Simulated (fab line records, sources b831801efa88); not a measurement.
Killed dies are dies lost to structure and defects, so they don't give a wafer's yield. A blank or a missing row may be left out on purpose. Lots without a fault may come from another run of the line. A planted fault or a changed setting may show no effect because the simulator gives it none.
fab line records | flow sky130 | part 2 of 2: steps 23 to 33 of 33
record lots=5 wafers=15 last_day=51
route steps=708 shown VIA4@656 METAL5@661 PASSIVATION@681
lots that met no fault: from a run of the same line without faults
start_h: hours from the record's first day to the start of the lot's first wafer shown | wait_h: hours since the lot's step before | " the same as in the row above | L1.1+2: a row that stands for several wafers | - no value, or no start given | * or withheld: withheld | < > ~ a bound
route shown NAME@n: a module of which the file shows steps, and the number in the route of the first | usual: mean/standard deviation of fault-free wafers | same: alike in all rows | chamber/n: place in a boat | sites: the reading at each site | _std_site: their standard deviation | _edge_site: outer sites' mean less inner sites' | radius_mm: how far each site lies from the wafer's centre | mask NAME#n: copy n | behind: the tool/chamber that last shaped the wafer | hold: why the lot was held/for how many hours/how that ended | device: the transistor (n, p or np) that didn't switch | end of line: the same wafers' tests at the end of the route | a step without rows: its recipe alone | killed: dies lost to structure and defects at the first sort, not the wafer's yield | map: a wafer's dies, x killed, . not, _ none there
set.NAME: the setting as run; set.NAME@STEP: as run at that earlier step | model.NAME: the simulator's own value behind a step, which no gauge read
lots at some steps of the route; a table a step, a row a wafer
services: from which hour (start_h, from the record's first day; less than 0 if before it) a tool's chamber was out of use, for how many hours, and why
## steps
# step SKY_METAL5_STRIP_17
# recipe chemistry=post_etch_residue_remover time_s=1200 temp_c=72.5
# columns lot.wafer tool chamber start_h wait_h
L076.1+2+6 wet_bench-04 3 1073.30 0.1
L090.1+3+4 wet_bench-01 2 1166.82 0.1
L092.2+4+5 wet_bench-01 3 1169.30 0.1
L093.3+4+5 wet_bench-03 2 1180.62 0.0
L096.3+4+6 wet_bench-01 0 1185.60 0.0
# step SKY_METAL5_CLEAN_18
# recipe chemistry=IPA time_s=180 temp_c=25
# columns lot.wafer tool chamber start_h wait_h
L076.1+2+6 wet_bench-01 2 1073.64 0.0
L090.1+3+4 wet_bench-04 1 1167.16 0.0
L092.2+4+5 wet_bench-03 1 1169.64 0.0
L093.3+4+5 wet_bench-01 0 1180.96 0.0
L096.3+4+6 wet_bench-04 3 1185.94 0.0
# step SKY_METAL5_CLEAN_19
# recipe chemistry=O3/DIW dry=n2_spin
# columns lot.wafer tool chamber start_h wait_h
L076.1+2+6 wet_bench-03 2 1073.70 0.0
L090.1+3+4 wet_bench-01 0 1167.22 0.0
L092.2+4+5 wet_bench-04 3 1169.70 0.0
L093.3+4+5 wet_bench-01 0 1181.02 0.0
L096.3+4+6 wet_bench-03 1 1186.00 0.0
# step SKY_PASSIVATION_CVD_00
# recipe material=SiO2 target_thk_nm=90 temp_c=400 time_s=withheld rf_w=600
# usual heater_power_w=640/81
# columns lot.wafer tool chamber start_h wait_h heater_power_w
L076.1 pecvd-04 2 1073.79 0.0 499
L076.2 " 0 " " 593
L076.6 " 0 " " 613
L090.1 pecvd-03 1 1167.31 0.0 613
L090.3 " 2 " " 667
L090.4 " 1 " " 616
L092.2 pecvd-04 0 1169.80 0.0 725
L092.4 " 1 " " 673
L092.5 " 1 " " 637
L093.3 pecvd-03 0 1181.12 0.0 639
L093.4 " 2 " " 686
L093.5 " 0 " " 637
L096.3 pecvd-01 1 1186.11 0.0 734
L096.4 " 2 " " 663
L096.6 " 1 " " 753
# step SKY_PASSIVATION_THK_MEAS_01
# recipe reads=SiO2_of_PASSIVATION_CVD_00
# usual PASSIVATION_CVD_00_THK=90.0/1.3
# columns lot.wafer tool chamber start_h wait_h PASSIVATION_CVD_00_THK[nm]
L076.1 film_metro-02 - 1073.82 - 88.8
L076.2 " - " " 88.4
L076.6 " - " " 90.4
L090.1 film_metro-03 - 1167.33 - 89.9
L090.3 " - " " 90.6
L090.4 " - " " 90.8
L092.2 film_metro-03 - 1169.85 - 88.4
L092.4 " - " " 90.4
L092.5 " - " " 91.3
L093.3 film_metro-03 - 1181.16 - 91.2
L093.4 " - " " 92.6
L093.5 " - " " 93.0
L096.3 film_metro-03 - 1186.15 - 90.7
L096.4 " - " " 89.1
L096.6 " - " " 89.5
# step SKY_PASSIVATION_CVD_02
# recipe material=Si3N4 target_thk_nm=540 temp_c=400 time_s=withheld rf_w=450
# usual heater_power_w=702/85
# columns lot.wafer tool chamber start_h wait_h heater_power_w
L076.1 pecvd-03 1 1073.88 0.1 693
L076.2 " 0 " " 706
L076.6 " 1 " " 715
L090.1 pecvd-04 1 1167.39 0.1 652
L090.3 " 1 " " 695
L090.4 " 0 " " 609
L092.2 pecvd-01 0 1169.90 0.0 511
L092.4 " 0 " " 527
L092.5 " 2 " " 845
L093.3 pecvd-01 2 1181.32 0.1 721
L093.4 " 1 " " 764
L093.5 " 1 " " 783
L096.3 pecvd-04 1 1186.19 0.0 643
L096.4 " 2 " " 553
L096.6 " 0 " " 749
# step SKY_PASSIVATION_THK_MEAS_03
# recipe reads=Si3N4_of_PASSIVATION_CVD_02
# usual PASSIVATION_CVD_02_THK=541/7.6
# columns lot.wafer tool chamber start_h wait_h PASSIVATION_CVD_02_THK[nm]
L076.1 film_metro-03 - 1074.10 - 539
L076.2 " - " " 537
L076.6 " - " " 551
L090.1 film_metro-01 - 1167.73 - 534
L090.3 " - " " 540
L090.4 " - " " 544
L092.2 film_metro-01 - 1170.13 - 547
L092.4 " - " " 555
L092.5 " - " " 537
L093.3 film_metro-03 - 1181.56 - 533
L093.4 " - " " 535
L093.5 " - " " 541
L096.3 film_metro-02 - 1186.43 - 533
L096.4 " - " " 543
L096.6 " - " " 542
# step SKY_PASSIVATION_DEHYDRATE_04
# recipe temp_c=200 time_s=60
# usual exhaust_pa=44.9/0.93 resist_line_temp_C=22.99/0.11
# columns lot.wafer tool chamber start_h wait_h exhaust_pa resist_line_temp_C
L076.1 litho_track-03 0 1084.07 10.0 45.4 22.94
L076.2 " 0 " " 45.2 23.08
L076.6 " 0 " " 45.9 22.94
L090.1 litho_track-03 0 1177.12 9.4 43.6 23.05
L090.3 " 0 " " 44.5 22.87
L090.4 " 0 " " 45.3 23.00
L092.2 litho_track-03 0 1179.24 9.1 45.1 22.85
L092.4 " 0 " " 46.2 22.87
L092.5 " 0 " " 46.0 23.06
L093.3 litho_track-03 0 1189.47 7.9 45.4 23.05
L093.4 " 0 " " 45.0 23.18
L093.5 " 0 " " 46.1 23.02
L096.3 litho_track-02 0 1195.55 9.1 45.8 22.92
L096.4 " 0 " " 44.5 23.10
L096.6 " 0 " " 45.2 22.97
# step SKY_PASSIVATION_HMDS_05
# recipe prime_time_s=60 prime_temp_c=120
# usual exhaust_pa=45.1/0.81 resist_line_temp_C=23.01/0.11
# columns lot.wafer tool chamber start_h wait_h exhaust_pa resist_line_temp_C
L076.1 litho_track-03 0 1084.22 0.1 46.4 23.03
L076.2 " 0 " " 46.4 22.91
L076.6 " 0 " " 46.1 23.09
L090.1 litho_track-03 0 1177.27 0.1 44.4 22.91
L090.3 " 0 " " 45.7 22.92
L090.4 " 0 " " 44.8 22.95
L092.2 litho_track-03 0 1179.39 0.1 45.3 23.22
L092.4 " 0 " " 46.0 23.18
L092.5 " 0 " " 45.2 23.14
L093.3 litho_track-03 0 1189.62 0.1 45.8 23.08
L093.4 " 0 " " 44.9 23.14
L093.5 " 0 " " 45.2 22.99
L096.3 litho_track-02 0 1195.70 0.1 44.1 22.85
L096.4 " 0 " " 46.1 22.82
L096.6 " 0 " " 43.9 22.88
# step SKY_PASSIVATION_COAT_06
# recipe spin_rpm=2000 resist_thk_nm=3000
# usual exhaust_pa=45.3/0.89 resist_line_temp_C=23.02/0.094
# columns lot.wafer tool chamber start_h wait_h exhaust_pa resist_line_temp_C
L076.1 litho_track-03 0 1084.37 0.1 46.5 22.98
L076.2 " 0 " " 46.6 22.95
L076.6 " 0 " " 45.1 23.09
L090.1 litho_track-03 0 1177.42 0.1 46.3 23.07
L090.3 " 0 " " 45.8 23.05
L090.4 " 0 " " 45.7 22.92
L092.2 litho_track-03 0 1179.54 0.1 45.3 22.99
L092.4 " 0 " " 46.2 23.06
L092.5 " 0 " " 44.6 22.94
L093.3 litho_track-03 0 1189.77 0.1 46.5 23.06
L093.4 " 0 " " 45.1 23.00
L093.5 " 0 " " 44.8 23.10
L096.3 litho_track-02 0 1195.85 0.1 45.2 23.15
L096.4 " 0 " " 46.0 22.98
L096.6 " 0 " " 43.9 23.24
# step SKY_PASSIVATION_SOFTBAKE_07
# recipe temp_c=110 time_s=withheld
# usual exhaust_pa=45.0/0.93 resist_line_temp_C=23.01/0.12
# columns lot.wafer tool chamber start_h wait_h exhaust_pa resist_line_temp_C
L076.1 litho_track-03 0 1084.52 0.1 45.0 22.90
L076.2 " 0 " " 45.2 23.02
L076.6 " 0 " " 45.4 22.98
L090.1 litho_track-03 0 1177.57 0.1 46.8 22.93
L090.3 " 0 " " 43.5 22.91
L090.4 " 0 " " 46.6 23.04
L092.2 litho_track-03 0 1179.70 0.1 44.7 23.02
L092.4 " 0 " " 44.1 22.87
L092.5 " 0 " " 45.0 23.06
L093.3 litho_track-03 0 1189.93 0.1 44.6 22.95
L093.4 " 0 " " 44.8 23.13
L093.5 " 0 " " 45.2 22.90
L096.3 litho_track-02 0 1196.02 0.1 45.8 22.93
L096.4 " 0 " " 46.7 23.13
L096.6 " 0 " " 45.1 23.10
## services
# columns tool chamber start_h hours kind
rie_metal-01 - 1028.09 14.6 pm
pecvd-01 0 1031.41 14.7 repair
pvd_sputter-01 - 1037.97 3.9 repair
plasma_asher-02 - 1040.53 3.1 repair
pecvd-03 - 1049.37 4.3 pm
rie_metal-02 0 1052.98 8.8 repair
pecvd-04 - 1054.63 2.8 pm
wet_bench-03 - 1086.65 2.0 repair
cmp-02 - 1086.85 4.0 pm
cvd_w-02 0 1089.60 3.8 repair
rie_metal-01 1 1101.61 8.2 repair
cmp-01 - 1105.78 2.1 repair
cvd_w-02 1 1121.80 8.5 repair
cmp-01 - 1124.93 1.4 repair
pvd_sputter-03 - 1127.92 2.9 repair
cvd_w-01 0 1134.59 4.0 repair
pecvd-01 1 1138.55 4.6 repair
cmp-01 - 1139.07 5.1 pm
pecvd-03 0 1143.98 10.2 repair
pecvd-04 2 1146.20 7.8 repair
rie_metal-02 - 1147.73 2.8 pm
rie_metal-02 1 1161.76 17.9 repair
wet_bench-01 - 1171.53 2.4 repair
iline_stepper-02 - 1180.36 1.7 pm
